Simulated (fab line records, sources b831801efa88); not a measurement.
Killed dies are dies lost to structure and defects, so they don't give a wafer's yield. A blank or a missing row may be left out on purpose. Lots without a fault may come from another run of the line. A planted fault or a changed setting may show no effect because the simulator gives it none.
fab line records | flow sky130
record lots=5 wafers=15 last_day=49
route steps=708 shown LI_CONTACT@365 LOCAL_INTERCONNECT@387
lots that met no fault: from a run of the same line without faults
start_h: hours from the record's first day to the start of the lot's first wafer shown | wait_h: hours since the lot's step before | " the same as in the row above | L1.1+2: a row that stands for several wafers | - no value, or no start given | * or withheld: withheld | < > ~ a bound
route shown NAME@n: a module of which the file shows steps, and the number in the route of the first | usual: mean/standard deviation of fault-free wafers | same: alike in all rows | chamber/n: place in a boat | sites: the reading at each site | _std_site: their standard deviation | _edge_site: outer sites' mean less inner sites' | radius_mm: how far each site lies from the wafer's centre | mask NAME#n: copy n | behind: the tool/chamber that last shaped the wafer | hold: why the lot was held/for how many hours/how that ended | device: the transistor (n, p or np) that didn't switch | end of line: the same wafers' tests at the end of the route | a step without rows: its recipe alone | killed: dies lost to structure and defects at the first sort, not the wafer's yield | map: a wafer's dies, x killed, . not, _ none there
set.NAME: the setting as run; set.NAME@STEP: as run at that earlier step | model.NAME: the simulator's own value behind a step, which no gauge read
lots at some steps of the route; a table a step, a row a wafer
services: from which hour (start_h, from the record's first day; less than 0 if before it) a tool's chamber was out of use, for how many hours, and why
## steps
# step SKY_LI_CONTACT_BOW_MEAS_03
# recipe mode=bow
# usual LI_CONTACT_BOW=54/7
# columns lot.wafer tool chamber start_h wait_h LI_CONTACT_BOW[um]
L077.4 film_metro-02 - 672.38 0.2 39
L077.5 " - " " 67
L077.6 " - " " 67
L079.1 film_metro-03 - 691.91 0.1 50
L079.5 " - " " 52
L079.6 " - " " 50
L084.2 film_metro-04 - 722.03 0.3 62
L084.5 " - " " 54
L084.6 " - " " 54
L090.1 film_metro-02 - 786.38 0.1 52
L090.5 " - " " 49
L090.6 " - " " 48
L091.1 film_metro-04 - 802.71 0.1 55
L091.2 " - " " 54
L091.4 " - " " 51
# step SKY_LI_CONTACT_DEHYDRATE_04
# recipe temp_c=200 time_s=60
# usual plate_temp_C=200.03/0.17
# columns lot.wafer tool chamber start_h wait_h plate_temp_C
L077.4 litho_track-04 0 685.70 13.3 200.26
L077.5 " 0 " " 199.98
L077.6 " 0 " " 200.15
L079.1 litho_track-03 0 704.96 13.0 200.00
L079.5 " 0 " " 200.07
L079.6 " 0 " " 200.25
L084.2 litho_track-04 0 734.85 12.8 199.74
L084.5 " 0 " " 199.60
L084.6 " 0 " " 199.79
L090.1 litho_track-02 0 798.53 12.1 199.94
L090.5 " 0 " " 200.03
L090.6 " 0 " " 200.15
L091.1 litho_track-02 0 815.08 12.4 199.82
L091.2 " 0 " " 199.78
L091.4 " 0 " " 199.74
# step SKY_LI_CONTACT_HMDS_05
# recipe prime_time_s=60 prime_temp_c=120
# usual prime_temp_c=120.03/0.15
# columns lot.wafer tool chamber start_h wait_h prime_temp_c
L077.4 litho_track-04 0 685.85 0.1 120.11
L077.5 " 0 " " 120.33
L077.6 " 0 " " 120.09
L079.1 litho_track-03 0 705.11 0.1 120.29
L079.5 " 0 " " 120.13
L079.6 " 0 " " 120.16
L084.2 litho_track-04 0 735.00 0.1 119.95
L084.5 " 0 " " 120.11
L084.6 " 0 " " 119.95
L090.1 litho_track-02 0 798.68 0.1 120.09
L090.5 " 0 " " 120.09
L090.6 " 0 " " 119.98
L091.1 litho_track-02 0 815.23 0.1 119.90
L091.2 " 0 " " 119.87
L091.4 " 0 " " 119.92
# step SKY_LI_CONTACT_COAT_06
# recipe resist=BARC temp_c=withheld time_s=withheld spin_rpm=3000 resist_thk_nm=60
# usual spin_speed_rpm=2999.5/2
# columns lot.wafer tool chamber start_h wait_h spin_speed_rpm
L077.4 litho_track-04 0 686.00 0.1 3001.2
L077.5 " 0 " " 2999.5
L077.6 " 0 " " 2998.1
L079.1 litho_track-03 0 705.26 0.1 3003.8
L079.5 " 0 " " 2999.8
L079.6 " 0 " " 3000.8
L084.2 litho_track-04 0 735.15 0.1 2998.7
L084.5 " 0 " " 2998.5
L084.6 " 0 " " 3001.2
L090.1 litho_track-02 0 798.83 0.1 2999.4
L090.5 " 0 " " 3000.5
L090.6 " 0 " " 2995.4
L091.1 litho_track-02 0 815.38 0.1 2999.0
L091.2 " 0 " " 3004.1
L091.4 " 0 " " 2995.9
# step SKY_LI_CONTACT_COAT_07
# recipe resist=KrF-thick spin_rpm=3000 resist_thk_nm=450
# usual spin_speed_rpm=2999.8/2
# columns lot.wafer tool chamber start_h wait_h spin_speed_rpm
L077.4 litho_track-04 0 - - 2999.5
L077.5 " 0 " " 3000.9
L077.6 " 0 " " 3000.1
L079.1 litho_track-03 0 - - 3000.0
L079.5 " 0 " " 2998.5
L079.6 " 0 " " 2996.3
L084.2 litho_track-04 0 - - 2999.4
L084.5 " 0 " " 2998.5
L084.6 " 0 " " 3002.9
L090.1 litho_track-02 0 - - 3000.6
L090.5 " 0 " " 2997.0
L090.6 " 0 " " 2997.3
L091.1 litho_track-02 0 - - 3002.2
L091.2 " 0 " " 3001.5
L091.4 " 0 " " 2998.2
# step SKY_LI_CONTACT_SOFTBAKE_08
# recipe temp_c=100 time_s=90 resist=KrF-thick
# usual plate_temp_C=100.02/0.13
# columns lot.wafer tool chamber start_h wait_h plate_temp_C
L077.4 litho_track-04 0 - - 99.71
L077.5 " 0 " " 100.01
L077.6 " 0 " " 99.91
L079.1 litho_track-03 0 - - 99.99
L079.5 " 0 " " 99.79
L079.6 " 0 " " 99.94
L084.2 litho_track-04 0 - - 100.19
L084.5 " 0 " " 100.38
L084.6 " 0 " " 100.18
L090.1 litho_track-02 0 - - 99.92
L090.5 " 0 " " 99.92
L090.6 " 0 " " 100.03
L091.1 litho_track-02 0 - - 100.05
L091.2 " 0 " " 99.92
L091.4 " 0 " " 99.84
# step SKY_LI_CONTACT_EXPOSE_09
# recipe mask_id=LICM1 na=0.8 source_shape=annular sigma_inner=0.55 sigma_outer=0.85 target_cd_nm=170 dose_mj=38
# same na=0.8
# columns lot.wafer tool chamber start_h wait_h mask
L077.4+5+6 krf_scanner-02 0 - - LICM1#0
L079.1+5+6 krf_scanner-01 0 - - LICM1#0
L084.2+5+6 krf_scanner-02 0 - - LICM1#0
L090.1+5+6 krf_scanner-01 0 - - LICM1#0
L091.1+2+4 krf_scanner-01 0 - - LICM1#0
# step SKY_LI_CONTACT_PEB_10
# recipe peb_temp_c=withheld peb_time_s=withheld resist=KrF-thick
# columns lot.wafer tool chamber start_h wait_h
L077.4+5+6 litho_track-02 0 - -
L079.1+5+6 litho_track-04 0 - -
L084.2+5+6 litho_track-03 0 - -
L090.1+5+6 litho_track-04 0 - -
L091.1+2+4 litho_track-02 0 - -
# step SKY_LI_CONTACT_DEVELOP_11
# recipe develop_time_s=60 resist=KrF-thick dev_temp_c=21
# columns lot.wafer tool chamber start_h wait_h
L077.4+5+6 litho_track-02 0 - -
L079.1+5+6 litho_track-04 0 - -
L084.2+5+6 litho_track-03 0 - -
L090.1+5+6 litho_track-04 0 - -
L091.1+2+4 litho_track-02 0 - -
# step SKY_LI_CONTACT_CD_MEAS_12
# recipe target_cd_nm=170
# usual cd_nm=169.6/1.7
# columns lot.wafer tool chamber start_h wait_h cd_nm
L077.4 cd_sem-02 - 700.39 - 171.9
L077.5 " - " " 171.2
L077.6 " - " " 170.7
L079.1 cd_sem-02 - 720.23 - 167.8
L079.5 " - " " 167.4
L079.6 " - " " 168.0
L084.2 cd_sem-02 - 750.08 - 169.6
L084.5 " - " " 171.2
L084.6 " - " " 170.9
L090.1 cd_sem-01 - 812.58 - 171.4
L090.5 " - " " 172.3
L090.6 " - " " 172.1
L091.1 cd_sem-02 - 828.38 - 168.1
L091.2 " - " " 169.2
L091.4 " - " " 167.0
# step SKY_LI_CONTACT_OVL_MEAS_13
# usual LI_CONTACT_OVL=0/5.6
# columns lot.wafer tool chamber start_h wait_h LI_CONTACT_OVL[nm]
L077.4 overlay-02 - 700.47 0.1 -12
L077.5 " - " " -7
L077.6 " - " " -3
L079.1 overlay-02 - 720.35 0.1 7
L079.5 " - " " 5
L079.6 " - " " 1
L084.2 overlay-02 - 750.19 0.1 -9
L084.5 " - " " -9
L084.6 " - " " 0
L090.1 overlay-01 - 812.70 0.1 -5
L090.5 " - " " 2
L090.6 " - " " -2
L091.1 overlay-01 - 828.50 0.1 5
L091.2 " - " " 9
L091.4 " - " " 7
# step SKY_LI_CONTACT_ETCH_14
# recipe chemistry=N2/H2 target=BARC ion_energy_ev=200 source_w=500 bias_w=100 pressure_mtorr=30 n2_flow_sccm=100 h2_flow_sccm=200 stop_on=SiO2 time_s=45.9 target_depth_a=600
# usual chamber_pressure_mTorr=30.001/0.027 drypump_motor_current_A=5.7/0.59 oes_product_au=0.854/0.0047 throttle_valve_pct=13.225/0.009
# columns lot.wafer tool chamber start_h wait_h chamber_pressure_mTorr drypump_motor_current_A oes_product_au rf_hours_counter_h throttle_valve_pct
L077.4 rie_diel-03 2 700.49 0.0 30.038 5.7 0.849 15 13.236
L077.5 " 2 " " 30.044 5.7 0.851 - 13.215
L077.6 " 1 " " 30.039 4.9 0.853 - 13.225
L079.1 rie_diel-04 1 720.38 0.0 30.014 4.9 0.846 8 13.219
L079.5 " 2 " " 30.014 6.2 0.856 - 13.235
L079.6 " 3 " " 30.014 5.1 0.858 - 13.209
L084.2 rie_diel-04 2 750.22 0.0 30.018 6.2 0.851 11 13.230
L084.5 " 1 " " 30.021 4.9 0.850 - 13.229
L084.6 " 0 " " 29.975 5.3 0.853 - 13.230
L090.1 rie_diel-02 2 812.73 0.0 30.001 5.9 0.853 17 13.231
L090.5 " 3 " " 29.997 5.6 0.849 - 13.243
L090.6 " 1 " " 30.010 6.0 0.853 - 13.227
L091.1 rie_diel-04 1 828.54 0.0 29.977 4.9 0.852 11 13.235
L091.2 " 2 " " 30.016 6.2 0.845 12 13.219
L091.4 " 3 " " 29.956 5.1 0.852 4 13.226
# step SKY_LI_CONTACT_ETCH_15
# recipe target=PSG chemistry=C4F8/O2/Ar stop_on=Si taper_deg=4.15 mask_material=KrF-thick source_w=1500 bias_w=1200 pressure_mtorr=40 c4f8_flow_sccm=withheld O2_flow_sccm=6 Ar_flow_sccm=300 time_s=withheld target_depth_a=6000
# usual chamber_pressure_mTorr=40.00/0.037 oes_product_au=0.837/0.0045
# columns lot.wafer tool chamber start_h wait_h chamber_pressure_mTorr oes_product_au
L077.4 rie_diel-03 2 700.53 0.0 40.02 0.835
L077.5 " 2 " " 40.07 0.838
L077.6 " 1 " " 40.03 0.833
L079.1 rie_diel-04 1 720.43 0.0 40.01 0.834
L079.5 " 2 " " 40.04 0.831
L079.6 " 3 " " 39.99 0.841
L084.2 rie_diel-04 2 750.26 0.0 40.02 0.834
L084.5 " 1 " " 40.03 0.823
L084.6 " 0 " " 40.01 0.834
L090.1 rie_diel-02 2 812.78 0.0 39.94 0.840
L090.5 " 3 " " 40.01 0.836
L090.6 " 1 " " 39.99 0.837
L091.1 rie_diel-04 1 828.58 0.0 39.92 0.837
L091.2 " 2 " " 39.98 0.835
L091.4 " 3 " " 40.04 0.837
# step SKY_LI_CONTACT_STRIP_16
# recipe chemistry=O2/N2 power_w=1400 pressure_mtorr=1500 platen_temp_c=withheld o2_flow_sccm=3000 n2_flow_sccm=300 overash_fraction=0.5
# usual chamber_pressure_mTorr=1500.1/1.4 drypump_motor_current_A=5.64/0.24 oes_product_au=0.376/0.0045 strip_time_to_endpoint_s=3.51/0.041
# columns lot.wafer tool chamber start_h wait_h chamber_pressure_mTorr drypump_motor_current_A oes_product_au rf_hours_counter_h strip_time_to_endpoint_s
L077.4 plasma_asher-04 0 700.65 - 1499.8 6.09 0.379 - 3.55
L077.5 " 0 " " 1501.3 6.08 0.378 - 3.57
L077.6 " 1 " " 1497.8 5.71 0.376 - 3.47
L079.1 plasma_asher-04 1 720.51 - 1499.4 5.74 0.379 57 3.49
L079.5 " 0 " " 1500.5 6.09 0.371 - 3.47
L079.6 " 1 " " 1498.8 5.73 0.379 - 3.53
L084.2 plasma_asher-02 0 750.35 - 1503.4 5.35 0.368 95 3.44
L084.5 " 0 " " 1501.0 5.35 0.380 - 3.47
L084.6 " 1 " " 1497.5 5.75 0.376 - 3.55
L090.1 plasma_asher-02 1 812.86 - 1500.9 5.73 0.376 101 3.52
L090.5 " 1 " " 1497.1 5.70 0.375 - 3.48
L090.6 " 0 " " 1501.4 5.39 0.380 - 3.49
L091.1 plasma_asher-02 1 828.66 - 1499.8 5.71 0.381 103 3.46
L091.2 " 0 " " 1499.4 5.39 0.378 103 3.46
L091.4 " 1 " " 1499.7 5.74 0.380 - 3.54
# step SKY_LI_CONTACT_CLEAN_17
# recipe chemistry=NMP time_s=600 temp_c=60 dry=n2_spin
# usual temp_c=60.00/0.12
# columns lot.wafer tool chamber start_h wait_h temp_c
L077.4 wet_bench-04 3 700.71 0.0 59.84
L077.5 " 3 " " 59.88
L077.6 " 3 " " 59.79
L079.1 wet_bench-02 3 720.61 0.1 59.86
L079.5 " 3 " " 59.94
L079.6 " 3 " " 60.05
L084.2 wet_bench-03 0 750.45 0.1 59.88
L084.5 " 0 " " 59.89
L084.6 " 0 " " 60.07
L090.1 wet_bench-04 0 812.96 0.1 59.85
L090.5 " 0 " " 60.01
L090.6 " 0 " " 59.92
L091.1 wet_bench-03 0 828.76 0.1 59.96
L091.2 " 0 " " 60.05
L091.4 " 0 " " 60.17
# step SKY_LI_CONTACT_PRE_CLEAN_18
# recipe gas=Ar time_s=5.6 bias_v=358
# columns lot.wafer tool chamber start_h wait_h
L077.4+5+6 pvd_sputter-03 - 700.89 0.0
L079.1+5+6 pvd_sputter-02 - 720.79 0.0
L084.2+5+6 pvd_sputter-01 - 750.62 0.0
L090.1+5+6 pvd_sputter-02 - 813.15 0.0
L091.1+2+4 pvd_sputter-02 - 828.94 0.0
# step SKY_LI_CONTACT_SPUTTER_19
# recipe material=Ti target_thk_nm=20 chamber_pressure_pa=5 power_w=2500 substrate_temp_c=200 time_s=106.37
# usual substrate_temp_c=200.02/0.18 throttle_valve_pct=30.4/0.72
# columns lot.wafer tool chamber start_h wait_h substrate_temp_c throttle_valve_pct
L077.4 pvd_sputter-03 - 700.91 0.0 199.94 31.0
L077.5 " - " " 199.83 30.4
L077.6 " - " " 200.11 31.1
L079.1 pvd_sputter-02 - 720.81 0.0 199.84 30.1
L079.5 " - " " 200.17 30.0
L079.6 " - " " 199.67 29.5
L084.2 pvd_sputter-01 - 750.64 0.0 200.09 29.7
L084.5 " - " " 200.01 29.8
L084.6 " - " " 200.17 31.9
L090.1 pvd_sputter-02 - 813.17 0.0 200.06 31.6
L090.5 " - " " 199.83 29.6
L090.6 " - " " 200.12 31.1
L091.1 pvd_sputter-02 - 828.96 0.0 199.99 30.0
L091.2 " - " " 199.80 29.7
L091.4 " - " " 200.35 31.5
# step SKY_LI_CONTACT_SPUTTER_20
# recipe material=TiN target_thk_nm=20 chamber_pressure_pa=5 power_w=4000 time_s=80
# usual throttle_valve_pct=30.4/0.69
# columns lot.wafer tool chamber start_h wait_h throttle_valve_pct
L077.4 pvd_sputter-03 - 700.98 0.0 30.6
L077.5 " - " " 30.2
L077.6 " - " " 30.9
L079.1 pvd_sputter-02 - 720.88 0.0 29.8
L079.5 " - " " 30.2
L079.6 " - " " 29.8
L084.2 pvd_sputter-01 - 750.72 0.0 29.7
L084.5 " - " " 29.5
L084.6 " - " " 31.6
L090.1 pvd_sputter-02 - 813.25 0.0 31.5
L090.5 " - " " 29.4
L090.6 " - " " 31.5
L091.1 pvd_sputter-02 - 829.03 0.0 29.9
L091.2 " - " " 30.1
L091.4 " - " " 31.6
# step SKY_LI_CONTACT_CVD_21
# recipe material=W target_thk_nm=400 time_s=120.56 temp_c=400 pressure_torr=40
# usual heater_power_w=801/110 susceptor_temp_C=400.00/0.22
# columns lot.wafer tool chamber start_h wait_h heater_power_w susceptor_temp_C
L077.4 cvd_w-02 1 701.09 0.1 894 400.35
L077.5 " 1 " " 899 400.05
L077.6 " 0 " " 944 400.11
L079.1 cvd_w-01 1 720.94 0.0 706 400.15
L079.5 " 0 " " 699 399.40
L079.6 " 1 " " 708 400.28
L084.2 cvd_w-01 0 750.78 0.0 692 400.33
L084.5 " 0 " " 667 400.17
L084.6 " 1 " " 701 399.88
L090.1 cvd_w-02 1 813.31 0.0 891 399.73
L090.5 " 1 " " 910 400.23
L090.6 " 0 " " 951 400.17
L091.1 cvd_w-01 1 829.09 0.0 717 400.42
L091.2 " 0 " " 689 399.75
L091.4 " 0 " " 668 399.63
# step SKY_LI_CONTACT_RS_MEAS_22
# recipe thk_meas_gauge=four-point-probe reads=W_of_LI_CONTACT_CVD_21+TiN_of_LI_CONTACT_SPUTTER_20+Ti_of_LI_CONTACT_SPUTTER_19
# usual LI_CONTACT_W_RS=0.284/0.0031
# columns lot.wafer tool chamber start_h wait_h LI_CONTACT_W_RS[ohm/sq]
L077.4 film_metro-04 - 701.23 0.1 0.286
L077.5 " - " " 0.280
L077.6 " - " " 0.285
L079.1 film_metro-04 - 721.07 0.1 0.286
L079.5 " - " " 0.287
L079.6 " - " " 0.283
L084.2 film_metro-02 - 750.92 0.1 0.285
L084.5 " - " " 0.288
L084.6 " - " " 0.278
L090.1 film_metro-04 - 813.43 0.1 0.287
L090.5 " - " " 0.289
L090.6 " - " " 0.281
L091.1 film_metro-03 - 829.22 0.1 0.285
L091.2 " - " " 0.286
L091.4 " - " " 0.283
# step SKY_LI_CONTACT_THK_MEAS_23
# recipe thk_meas_gauge=xrf reads=W_of_LI_CONTACT_CVD_21
# usual LI_CONTACT_W_THK=414/5.7
# columns lot.wafer tool chamber start_h wait_h LI_CONTACT_W_THK[nm]
L077.4 film_metro-04 - 701.32 0.1 412
L077.5 " - " " 417
L077.6 " - " " 413
L079.1 film_metro-04 - 721.19 0.1 411
L079.5 " - " " 410
L079.6 " - " " 417
L084.2 film_metro-02 - 751.03 0.1 417
L084.5 " - " " 416
L084.6 " - " " 425
L090.1 film_metro-04 - 813.55 0.1 413
L090.5 " - " " 412
L090.6 " - " " 421
L091.1 film_metro-03 - 829.34 0.1 410
L091.2 " - " " 409
L091.4 " - " " 415
# step SKY_LI_CONTACT_CMP_24
# recipe stop_on=PSG t_overpolish_s=20 down_force_psi=3.5 platen_rpm=60 target_thk_nm=0 pad_velocity_m_s=0.94248
# usual motor_current_A=10.7/0.84 overpolish_run_s=20.001/0.0088 time_to_endpoint_s=99/4.3
# columns lot.wafer tool chamber start_h wait_h motor_current_A overpolish_run_s time_to_endpoint_s
L077.4 cmp-01 1 701.45 0.1 12.0 20.001 97
L077.5 " 3 " " 10.0 19.987 97
L077.6 " 0 " " 10.9 20.001 88
L079.1 cmp-02 1 721.40 0.2 10.8 19.996 99
L079.5 " 2 " " 10.4 20.007 103
L079.6 " 3 " " 11.6 20.007 96
L084.2 cmp-01 1 751.18 0.1 12.3 20.006 100
L084.6 " 3 " " 9.7 20.001 102
L084.5 " 0 " " 10.7 20.012 90
L090.1 cmp-01 3 813.76 0.2 9.8 20.003 98
L090.5 " 0 " " 10.4 19.997 91
L090.6 " 1 " " 12.0 20.010 104
L091.1 cmp-01 3 829.40 0.1 9.7 20.009 103
L091.2 " 0 " " 10.1 20.002 92
L091.4 " 2 " " 10.9 20.010 101
# step SKY_LOCAL_INTERCONNECT_SPUTTER_00
# recipe material=TiN target_thk_nm=100 temp_c=300 power_w=6500 time_s=83.3 chamber_pressure_pa=0.4
# usual substrate_temp_c=299.99/0.2 susceptor_temp_C=299.98/0.19 throttle_valve_pct=30.5/0.88
# columns lot.wafer tool chamber start_h wait_h substrate_temp_c susceptor_temp_C throttle_valve_pct
L077.4 pvd_sputter-04 - 701.65 0.1 300.27 300.32 29.2
L077.5 " - " " 300.14 300.07 32.2
L077.6 " - " " 299.97 300.15 30.2
L079.1 pvd_sputter-04 - 721.55 0.1 300.19 299.65 32.1
L079.5 " - " " 299.67 300.02 30.8
L079.6 " - " " 300.17 299.68 29.4
L084.2 pvd_sputter-02 - 751.38 0.1 300.30 299.98 29.6
L084.5 " - " " 300.13 299.84 29.9
L084.6 " - " " 299.94 299.65 29.4
L090.1 pvd_sputter-01 - 813.91 0.1 300.00 300.22 30.5
L090.5 " - " " 299.92 299.90 30.1
L090.6 " - " " 300.17 300.34 29.8
L091.1 pvd_sputter-01 - 829.70 0.2 300.05 300.18 29.8
L091.2 " - " " 300.02 299.98 31.8
L091.4 " - " " 299.95 300.32 30.2
# step SKY_LOCAL_INTERCONNECT_RS_MEAS_01
# recipe thk_meas_gauge=four-point-probe reads=TiN_of_LOCAL_INTERCONNECT_SPUTTER_00
# usual LOCAL_INTERCONNECT_TIN_RS=14.08/0.17
# columns lot.wafer tool chamber start_h wait_h LOCAL_INTERCONNECT_TIN_RS[ohm/sq]
L077.4 film_metro-02 - 701.77 0.1 14.02
L077.5 " - " " 14.17
L077.6 " - " " 13.93
L079.1 film_metro-01 - 721.62 0.0 14.06
L079.5 " - " " 13.85
L079.6 " - " " 14.13
L084.2 film_metro-02 - 751.47 0.1 13.98
L084.5 " - " " 13.72
L084.6 " - " " 14.01
L090.1 film_metro-03 - 813.98 0.0 14.41
L090.5 " - " " 13.99
L090.6 " - " " 14.33
L091.1 film_metro-01 - 829.76 0.0 14.06
L091.2 " - " " 14.41
L091.4 " - " " 14.42
# step SKY_LOCAL_INTERCONNECT_THK_MEAS_02
# recipe thk_meas_gauge=xrf reads=TiN_of_LOCAL_INTERCONNECT_SPUTTER_00
# usual LOCAL_INTERCONNECT_TIN_THK=99.1/1.2
# columns lot.wafer tool chamber start_h wait_h LOCAL_INTERCONNECT_TIN_THK[nm]
L077.4 film_metro-02 - 701.86 0.1 99.5
L077.5 " - " " 98.4
L077.6 " - " " 100.1
L079.1 film_metro-01 - 721.74 0.1 98.7
L079.5 " - " " 100.6
L079.6 " - " " 98.3
L084.2 film_metro-02 - 751.58 0.1 99.1
L084.5 " - " " 100.5
L084.6 " - " " 99.0
L090.1 film_metro-03 - 814.10 0.1 96.3
L090.5 " - " " 99.3
L090.6 " - " " 97.1
L091.1 film_metro-01 - 829.88 0.1 99.1
L091.2 " - " " 96.4
L091.4 " - " " 96.7
# step SKY_LOCAL_INTERCONNECT_DEHYDRATE_03
# recipe temp_c=200 time_s=60
# usual plate_temp_C=199.98/0.16
# columns lot.wafer tool chamber start_h wait_h plate_temp_C
L077.4 litho_track-02 0 715.35 13.5 200.17
L077.5 " 0 " " 200.20
L077.6 " 0 " " 200.12
L079.1 litho_track-02 0 734.53 12.8 200.15
L079.5 " 0 " " 199.95
L079.6 " 0 " " 200.19
L084.2 litho_track-02 0 764.05 12.5 200.05
L084.5 " 0 " " 200.01
L084.6 " 0 " " 200.12
L090.1 litho_track-02 0 826.33 12.2 199.93
L090.5 " 0 " " 199.66
L090.6 " 0 " " 199.70
L091.1 litho_track-01 0 842.05 12.2 200.21
L091.2 " 0 " " 199.93
L091.4 " 0 " " 200.26
# step SKY_LOCAL_INTERCONNECT_HMDS_04
# recipe prime_time_s=60 prime_temp_c=120
# usual prime_temp_c=120.00/0.13
# columns lot.wafer tool chamber start_h wait_h prime_temp_c
L077.4 litho_track-02 0 715.50 0.1 120.04
L077.5 " 0 " " 119.74
L077.6 " 0 " " 119.86
L079.1 litho_track-02 0 734.68 0.1 120.20
L079.5 " 0 " " 120.10
L079.6 " 0 " " 120.07
L084.2 litho_track-02 0 764.20 0.1 119.87
L084.5 " 0 " " 120.06
L084.6 " 0 " " 119.80
L090.1 litho_track-02 0 826.48 0.1 120.06
L090.5 " 0 " " 119.92
L090.6 " 0 " " 120.03
L091.1 litho_track-01 0 842.20 0.1 120.18
L091.2 " 0 " " 119.96
L091.4 " 0 " " 120.11
# step SKY_LOCAL_INTERCONNECT_COAT_05
# recipe resist=BARC temp_c=withheld time_s=withheld spin_rpm=3000 resist_thk_nm=60
# usual spin_speed_rpm=3000.3/2
# columns lot.wafer tool chamber start_h wait_h spin_speed_rpm
L077.4 litho_track-02 0 715.65 0.1 3000.5
L077.5 " 0 " " 3001.6
L077.6 " 0 " " 3000.4
L079.1 litho_track-02 0 734.83 0.1 3002.1
L079.5 " 0 " " 2998.8
L079.6 " 0 " " 3000.2
L084.2 litho_track-02 0 764.35 0.1 3004.1
L084.5 " 0 " " 3003.0
L084.6 " 0 " " 2999.5
L090.1 litho_track-02 0 826.63 0.1 3004.4
L090.5 " 0 " " 3001.2
L090.6 " 0 " " 3002.2
L091.1 litho_track-01 0 842.35 0.1 2999.8
L091.2 " 0 " " 3003.9
L091.4 " 0 " " 2995.5
# step SKY_LOCAL_INTERCONNECT_COAT_06
# recipe resist=KrF-thick spin_rpm=3000 resist_thk_nm=450
# usual spin_speed_rpm=2999.7/2.1
# columns lot.wafer tool chamber start_h wait_h spin_speed_rpm
L077.4 litho_track-02 0 - - 2999.3
L077.5 " 0 " " 3000.7
L077.6 " 0 " " 2997.5
L079.1 litho_track-02 0 - - 3002.7
L079.5 " 0 " " 2999.7
L079.6 " 0 " " 3007.0
L084.2 litho_track-02 0 - - 3000.2
L084.5 " 0 " " 3000.7
L084.6 " 0 " " 3002.1
L090.1 litho_track-02 0 - - 3000.2
L090.5 " 0 " " 2999.1
L090.6 " 0 " " 3000.9
L091.1 litho_track-01 0 - - 2998.4
L091.2 " 0 " " 2999.6
L091.4 " 0 " " 2998.7
# step SKY_LOCAL_INTERCONNECT_SOFTBAKE_07
# recipe temp_c=100 time_s=90 resist=KrF-thick
# usual plate_temp_C=100.01/0.13
# columns lot.wafer tool chamber start_h wait_h plate_temp_C
L077.4 litho_track-02 0 - - 100.00
L077.5 " 0 " " 99.96
L077.6 " 0 " " 99.97
L079.1 litho_track-02 0 - - 100.10
L079.5 " 0 " " 100.06
L079.6 " 0 " " 100.09
L084.2 litho_track-02 0 - - 100.17
L084.5 " 0 " " 100.08
L084.6 " 0 " " 99.88
L090.1 litho_track-02 0 - - 99.98
L090.5 " 0 " " 99.72
L090.6 " 0 " " 99.81
L091.1 litho_track-01 0 - - 100.22
L091.2 " 0 " " 99.95
L091.4 " 0 " " 100.18
# step SKY_LOCAL_INTERCONNECT_EXPOSE_08
# recipe mask_id=LI1M na=0.8 source_shape=annular sigma_inner=0.55 sigma_outer=0.85 target_cd_nm=170 dose_mj=28
# same na=0.8
# columns lot.wafer tool chamber start_h wait_h mask
L077.4+5+6 krf_scanner-02 0 - - LI1M#0
L079.1+5+6 krf_scanner-01 0 - - LI1M#0
L084.2+5+6 krf_scanner-01 0 - - LI1M#0
L090.1+5+6 krf_scanner-01 0 - - LI1M#0
L091.1+2+4 krf_scanner-02 0 - - LI1M#0
# step SKY_LOCAL_INTERCONNECT_PEB_09
# recipe peb_temp_c=withheld peb_time_s=withheld resist=KrF-thick
# columns lot.wafer tool chamber start_h wait_h
L077.4+5+6 litho_track-02 0 - -
L079.1+5+6 litho_track-01 0 - -
L084.2+5+6 litho_track-03 0 - -
L090.1+5+6 litho_track-02 0 - -
L091.1+2+4 litho_track-01 0 - -
# step SKY_LOCAL_INTERCONNECT_DEVELOP_10
# recipe develop_time_s=60 resist=KrF-thick dev_temp_c=21
# columns lot.wafer tool chamber start_h wait_h
L077.4+5+6 litho_track-02 0 - -
L079.1+5+6 litho_track-01 0 - -
L084.2+5+6 litho_track-03 0 - -
L090.1+5+6 litho_track-02 0 - -
L091.1+2+4 litho_track-01 0 - -
# step SKY_LOCAL_INTERCONNECT_CD_MEAS_11
# recipe target_cd_nm=170
# usual cd_nm=170.0/1.5
# columns lot.wafer tool chamber start_h wait_h cd_nm
L077.4 cd_sem-02 - 730.39 - 171.4
L077.5 " - " " 170.8
L077.6 " - " " 169.4
L079.1 cd_sem-01 - 749.85 - 168.9
L079.5 " - " " 170.2
L079.6 " - " " 169.6
L084.2 cd_sem-01 - 778.78 - 167.9
L084.5 " - " " 167.2
L084.6 " - " " 168.6
L090.1 cd_sem-02 - 840.38 - 170.7
L090.5 " - " " 170.2
L090.6 " - " " 171.2
L091.1 cd_sem-01 - 855.40 - 169.1
L091.2 " - " " 168.9
L091.4 " - " " 169.1
# step SKY_LOCAL_INTERCONNECT_OVL_MEAS_12
# usual LOCAL_INTERCONNECT_OVL=-3/5.5
# columns lot.wafer tool chamber start_h wait_h LOCAL_INTERCONNECT_OVL[nm]
L077.4 overlay-01 - 730.47 0.1 -4
L077.5 " - " " -6
L077.6 " - " " -5
L079.1 overlay-02 - 749.97 0.1 -3
L079.5 " - " " -4
L079.6 " - " " -10
L084.2 overlay-01 - 778.89 0.1 5
L084.5 " - " " 7
L084.6 " - " " 7
L090.1 overlay-02 - 840.50 0.1 -7
L090.5 " - " " -8
L090.6 " - " " -7
L091.1 overlay-01 - 855.52 0.1 -5
L091.2 " - " " 1
L091.4 " - " " -2
## services
# columns tool chamber start_h hours kind
krf_scanner-01 - 672.89 0.6 repair
krf_scanner-02 - 682.53 1.3 pm
rie_diel-04 - 688.44 0.2 repair
pvd_sputter-03 - 693.99 0.9 repair
krf_scanner-01 - 701.72 1.3 pm
pvd_sputter-01 - 708.84 4.2 repair
cmp-01 - 726.71 1.6 repair
cmp-01 - 744.22 4.0 pm
pvd_sputter-03 - 747.19 1.1 repair
krf_scanner-02 - 756.03 0.8 pm
rie_diel-04 - 762.73 2.8 pm
krf_scanner-01 - 768.59 0.8 pm
krf_scanner-02 - 785.30 36.0 pm
cmp-01 - 801.17 1.3 repair
pvd_sputter-02 - 809.80 2.2 repair
pvd_sputter-03 - 810.95 59.8 repair
pvd_sputter-03 - 814.59 5.3 repair
krf_scanner-02 - 821.30 1.0 pm
krf_scanner-01 - 822.30 1.0 pm
krf_scanner-02 - 826.35 1.9 repair
pvd_sputter-03 - 826.66 2.2 repair
pvd_sputter-02 - 839.16 3.3 repair
cvd_w-01 1 841.55 14.7 repair
krf_scanner-02 - 843.91 0.5 repair
## key
fault none
